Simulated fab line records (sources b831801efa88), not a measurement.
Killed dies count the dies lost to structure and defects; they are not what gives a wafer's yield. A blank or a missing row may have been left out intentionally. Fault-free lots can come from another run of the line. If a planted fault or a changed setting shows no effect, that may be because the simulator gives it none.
Matching of chambers	flow sfq line	SFQ_TRILAYER_I3_CMP_CMP_082 on cmp-01 has 4 sister chambers
The step polishes SiO2. 4 wafers are shown with their chamber, then 8 later ones without.

## WAFERS, EACH WITH ITS CHAMBER
wafer	chamber	motor current A (A)
L446.5	3	10.5
L459.5	0	10.2
L459.6	1	9.5
L462.2	2	11.7

## WAFERS MISSING THEIR CHAMBER
wafer	motor current A (A)
L462.1	9.5
L462.6	11.8
L465.1	9.2
L465.2	9.3
L465.6	11.3
L466.1	12.1
L466.2	9.9
L466.6	11.4

## WHICH CHAMBER EACH WENT THROUGH
wafer	from the rows above	in truth
L462.1	1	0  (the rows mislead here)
L462.6	2	2
L465.1	1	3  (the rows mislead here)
L465.2	1	1
L465.6	can't be placed: 2 or 3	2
L466.1	2	2
L466.2	can't be placed: 0 or 1 or 3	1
L466.6	2	2
Placed correctly: 4 of 8. Cannot be placed on the basis of these rows: 2; the candidates contain the true chamber in 2. Wrongly placed: 2.
How it was worked out, from the rows above alone: a wafer's distance from a chamber is the root of the sum, over the readings, of the square of ((its reading less the chamber's mean) divided by the reading's scatter). The wafer belongs to the nearest chamber; if the next one is less than 2 further off, it can't be placed. The mean given for a chamber averages the wafers shown for that chamber. The scatter (one wafer shown for each chamber): square how far every hidden wafer sits from the nearest shown wafer, average those squares and take the square root.
